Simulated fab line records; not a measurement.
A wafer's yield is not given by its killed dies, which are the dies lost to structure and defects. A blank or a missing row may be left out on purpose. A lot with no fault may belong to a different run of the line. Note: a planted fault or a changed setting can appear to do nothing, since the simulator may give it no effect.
Matching of chambers + flow gf180mcu + GF_V1_CMP_04 on cmp-02 has 4 sister chambers
The step polishes SiO2. 4 wafers are shown with their chamber, then 7 later ones without.

== WAFERS WITH THEIR CHAMBER ==
| wafer  | chamber | motor-current-A (A) |
|--------|---------|---------------------|
| L868.5 | 3       | 11.4                |
| L878.2 | 1       | 9.8                 |
| L878.6 | 0       | 12.8                |
| L882.1 | 2       | 14.6                |

== WAFERS MISSING THEIR CHAMBER ==
| wafer  | motor-current-A (A) |
|--------|---------------------|
| L882.4 | 11.4                |
| L883.3 | 11.7                |
| L883.5 | 10.3                |
| L883.6 | 14.1                |
| L885.3 | 10.4                |
| L885.5 | 13.3                |
| L885.6 | 9.8                 |

== EACH ONE'S CHAMBER ==
| wafer  | from the rows above     | in truth |
|--------|-------------------------|----------|
| L882.4 | 3                       | 3        |
| L883.3 | can't be placed: 3 or 0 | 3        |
| L883.5 | can't be placed: 1 or 3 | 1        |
| L883.6 | can't be placed: 2 or 0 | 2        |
| L885.3 | can't be placed: 1 or 3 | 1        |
| L885.5 | can't be placed: 0 or 2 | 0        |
| L885.6 | 1                       | 1        |
Correct placement for 2 of the 7. From these rows, 5 cannot be placed; in 5 the true chamber is one of the candidates. Number placed wrongly: 0.
How it was worked out, from the rows above alone: a wafer's distance from a chamber is the root of the sum, over the readings, of the square of ((its reading less the chamber's mean) divided by the reading's scatter). The wafer belongs to the nearest chamber; if the next one is less than 2 further off, it can't be placed. The mean given for a chamber averages the wafers shown for that chamber. The scatter (one wafer shown for each chamber): square how far every hidden wafer sits from the nearest shown wafer, average those squares and take the square root.
